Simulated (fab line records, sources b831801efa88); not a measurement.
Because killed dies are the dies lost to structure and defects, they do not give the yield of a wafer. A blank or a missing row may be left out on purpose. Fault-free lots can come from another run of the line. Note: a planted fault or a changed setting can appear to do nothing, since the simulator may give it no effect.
Problem report in the 8D (eight disciplines) form, filled by code    flow sky130    the parts of the form that need people (team, actions taken, sign-off) are left out

== 1. WHAT WENT WRONG ==
Wafers without a fault read 2.68 s, standard deviation 0.033; stripTimeToEndpointS at SKY_METAL2_STRIP_20 reads a mean of 2.37 s on 6 wafers belonging to 2 lots. Relative to the usual mean, that is a shift of -9.3 standard deviations.
The step: strips in O2/N2.
First observed at day 38 21:16: wafer L697.3, on plasmaAsher-04. The record holds 42 wafers of 14 lots with a number at this step. Rule for "out", or "out of limits": more than 4 standard deviations from the usual mean. The other wafers with a number count as sound.

== 2. WHAT IT IS, WHAT IT ISN'T ==
question                     is                              is not
which readings at this step  stripTimeToEndpointS            chamberPressureMTorr, drypumpMotorCurrentA
which lots                   L697, L699                      L686, L687, L688, L689, L692, L694, L696, L703, L705, L706, L707, L708
which wafers of those lots   all that have a number          -
read on which tools          plasmaAsher-03, plasmaAsher-04  plasmaAsher-01
when                         from day 38 21:16               up to then (21 sound wafers); but 15 sound wafers of L703, L705, L706, L707, L708 came after

== 3. SUSPECTS, AND WHAT RULES EACH OUT ==
Counting: a tool at a process step up to the reading stays a suspect if it ran every lot that is out and no sound lot after the first of them.
- cvdW-02 at SKY_LI_CONTACT_CVD_21 (deposits W, target thk 400 nm, time 120.56 s): ruled out as a lasting fault. Sound lots L703, L705, L706, L707, L708 ran on it after its first lot that is out, L697 (day 33 04:34).
- rieMetal-01 at SKY_METAL2_ETCH_18 (etches BARC in N2/H2, stops on SiO2, time 45.9 s, target depth 60 nm): kept. All lots that are out passed through it, beginning with L697 at day 38 21:07, and no sound lot followed; its final sound lot before that point was L696 at day 38 09:58.
Left after counting: rieMetal-01 at SKY_METAL2_ETCH_18.

== 4. THE CAUSE (what the simulator had put in) ==
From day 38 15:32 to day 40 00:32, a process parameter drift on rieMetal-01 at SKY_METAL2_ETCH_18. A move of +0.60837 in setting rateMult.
Only this tool survived the counting.

== 5. THE CHAIN OF EFFECTS, in route order ==
One row per reading whose mean, taken over the struck wafers that have a number, lies over 3 standard deviations from the usual. Only readings whose record carries a usual standard deviation are examined. hours: median over the lots of the time between each lot's start at the first step of this table that gives one and its start at this step. sigmas: the change, counted in usual standard deviations.
hours  step                 reading               usual   on struck wafers  change  sigmas
0      SKY_METAL2_STRIP_20  stripTimeToEndpointS  2.68 s  2.37              -0.31   -9.3
The process steps in it:
- SKY_METAL2_STRIP_20: strips in O2/N2.

== 6. WHAT WOULD HAVE CAUGHT IT SOONER ==
The fault began at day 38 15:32; the first out-of-limits reading in this record came at day 38 21:16, 6 hours later.
Tool readings at SKY_METAL2_ETCH_18 with a usual standard deviation given in the record: none out on any struck wafer, hence no alarm at a limit of 4 standard deviations on them.
L699, from the lots that are out (2), started SKY_METAL2_ETCH_18 on rieMetal-01 later than day 38 21:16. Had the tool been put on hold then, it would have been spared.
